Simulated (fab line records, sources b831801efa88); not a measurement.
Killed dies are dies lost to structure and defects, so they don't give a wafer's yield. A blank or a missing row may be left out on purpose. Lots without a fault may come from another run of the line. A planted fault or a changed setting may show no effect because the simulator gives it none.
A struck lot beside a sound one | flow sky130 | 14 steps out of a route of 708
Sound: wafers L968.2, L968.3, L968.5. Struck: wafers L985.2, L985.4, L985.6. The cause comes at the end.
At each step with rows: each side's tool, then ch and its chambers, then its first start. Under that, the readings that differ: sound wafers | struck wafers | difference of the means | sigmas: that difference in standard deviations of wafers without a fault.
alike: readings whose means differ by less than 2 such deviations, and words and numbers that are the same on both sides. not compared: withheld readings, readings that some wafer has no value for, bounds like >300 that may hide the same value, and numbers for which the record gives no deviation and whose values overlap.
The two part at a step that has a row with sigmas, a row that says differs or no value, or rows on one side only. Numbers that don't overlap but have no deviation are shown without sigmas and don't part them. A reading that every wafer of one side lacks parts them only if that side has two wafers or more.

SKY_VIA2_CD_MEAS_12: target cd 200 nm.
  sound on cd_sem-01, day 36 04:21; struck on cd_sem-02, day 41 09:56
  reading    | sound             | struck            | difference | sigmas
  cd_nm (nm) | 199.7 199.6 200.4 | 204.2 203.3 204.2 | +4.0       | +3
SKY_VIA2_OVL_MEAS_13:
  sound on overlay-02, day 36 04:27; struck on overlay-02, day 41 10:02
  alike: VIA2_OVL
SKY_VIA2_ETCH_14: etches BARC in N2/H2, stops on SiO2, time 45.9 s, target depth 60 nm.
  sound on rie_diel-04 ch 0,1,3, day 36 04:29; struck on rie_diel-01 ch 0,1, day 41 10:04
  alike: bias_w, chamber_pressure_mTorr, drypump_motor_current_A, oes_product_au, throttle_valve_pct
  not compared: rf_hours_counter_h
SKY_VIA2_ETCH_15: etches SiO2 in C4F8/O2/Ar, stops on TiN, target depth 546 nm, time 84 s.
  sound on rie_diel-04 ch 0,1,3, day 36 04:31; struck on rie_diel-01 ch 0,1, day 41 10:07
  alike: bias_w, chamber_pressure_mTorr, oes_product_au
SKY_VIA2_STRIP_16: strips in O2/N2.
  sound on plasma_asher-04 ch 1, day 36 04:35; struck on plasma_asher-04 ch 1, day 41 10:10
  alike: chamber_pressure_mTorr, drypump_motor_current_A, oes_product_au, strip_time_to_endpoint_s
  not compared: rf_hours_counter_h
then, 3 steps without rows for these wafers: SKY_VIA2_STRIP_17 (strips in post etch residue remover, time 1200 s); SKY_VIA2_CLEAN_18 (cleans in IPA, time 180 s); SKY_VIA2_CLEAN_19 (cleans in O3/DIW).
SKY_VIA2_SPUTTER_20: material TiN, target thk 20 nm, time 80 s.
  sound on pvd_sputter-04, day 36 05:13; struck on pvd_sputter-02, day 41 10:46
  alike: throttle_valve_pct
SKY_VIA2_CVD_21: deposits W, target thk 420 nm, time 126.4 s.
  sound on cvd_w-02 ch 0,1, day 36 05:17; struck on cvd_w-02 ch 1, day 41 10:49
  alike: heater_power_outer_w, heater_power_w
SKY_VIA2_RS_MEAS_22: measures by four-point-probe.
  sound on film_metro-03, day 36 05:26; struck on film_metro-03, day 41 10:58
  alike: VIA2_W_RS
SKY_VIA2_THK_MEAS_23: measures by xrf.
  sound on film_metro-03, day 36 05:32; struck on film_metro-03, day 41 11:05
  alike: VIA2_W_THK
SKY_VIA2_CMP_24: polishes, stops on SiO2, t overpolish 20 s, target thk 0 nm.
  sound on cmp-02 ch 0,2, day 36 05:35; struck on cmp-01 ch 0,3, day 41 11:08
  reading                | sound                | struck            | difference | sigmas
  overpolish_run_s (s)   | 19.999 19.997 19.999 | 0.042 0.039 0.037 | -19.959    | -99 or more
  time_to_endpoint_s (s) | 110 112 106          | 155 156 154       | +46        | +9
  alike: motor_current_A
-- the record jumps here: 8 days lie between the struck wafers' starts before and after (it left off in module VIA2 and takes up again in module PAD_OPEN, whose first step shown is number 708 of the route) --
SKY_PAD_OPEN_PROBE_99:
  the record has rows for the struck wafers here (prober-02, day 49 18:19) and none for the sound ones

WHERE THEY PART
First at SKY_VIA2_CD_MEAS_12; last, within this record, at SKY_PAD_OPEN_PROBE_99.

WHY: what the simulator had put in
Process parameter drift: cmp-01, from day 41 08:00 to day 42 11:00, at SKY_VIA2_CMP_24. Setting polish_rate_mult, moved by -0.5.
